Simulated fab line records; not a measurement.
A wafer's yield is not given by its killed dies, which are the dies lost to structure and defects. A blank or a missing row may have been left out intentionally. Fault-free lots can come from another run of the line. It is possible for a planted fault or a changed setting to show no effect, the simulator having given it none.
One fault through the eyes of 2 desks    flow gf180mcu    numbers are kept per desk, each desk with only its own; the story behind them comes last

## DESK OF THE TOOL OWNER: pvd sputter-02
At GF_M3_SPUTTER_04 (material TiN, target thk 50 nm, time 41.7 s) the tool's own readings: per lot run on this tool, the mean of the sampled wafers that have a number. Marked OUT: a lot whose mean sits more than 4 standard deviations from the usual mean, which makes it out of limits; the brackets give that distance.
Columns: A = throttle valve pct at GF_M3_SPUTTER_04, usual 30.5 %
lot   first seen here  A
L478  day 21 09:34     30.9
L493  day 26 07:59     30.7
L498  day 27 23:53     30.9
This desk's verdict: no lot among the 3 shows anything out of limits.

## METROLOGY DESK
What the gauges read for every lot (on any tool): the sampled wafers with a number, averaged. Marked OUT: a lot whose mean sits more than 4 standard deviations from the usual mean, which makes it out of limits; the brackets give that distance. 7 of its 9 readings are shown, namely those furthest out on some lot.
Columns: A = V2_W_RS at GF_V2_RS_MEAS_24, usual 0.329 ohm/sq; B = V2_W_THK at GF_V2_THK_MEAS_25, usual 352 nm; C = M3_ALCU_THK at GF_M3_THK_MEAS_06, usual 446 nm; D = cd nm at GF_M3_CD_MEAS_14, usual 279.9 nm; E = M3_OVL at GF_M3_OVL_MEAS_15, usual -1 nm; F = V3_CVD_02_THK at GF_V3_THK_MEAS_03, usual 854 nm; G = V3_BOW at GF_V3_BOW_MEAS_05, usual 116 um
lot   first seen here  A      B    C    D      E   F    G
L479  day 21 02:54     0.321  362  443  281.0  -7  839  117
L478  day 21 08:58     0.329  346  452  279.5  4   858  108
L493  day 26 07:23     0.329  345  443  281.7  -8  883  100
L494  day 26 13:14     0.332  355  446  283.1  -6  850  110
L498  day 27 23:13     0.328  356  454  278.3  1   852  113
This desk's verdict: no lot among the 5 shows anything out of limits.

## BROUGHT TOGETHER
Nothing out of limits was seen by the tool owner's desk.
The metrology desk saw nothing out of limits.

## WHAT WAS PUT IN BY THE SIMULATOR
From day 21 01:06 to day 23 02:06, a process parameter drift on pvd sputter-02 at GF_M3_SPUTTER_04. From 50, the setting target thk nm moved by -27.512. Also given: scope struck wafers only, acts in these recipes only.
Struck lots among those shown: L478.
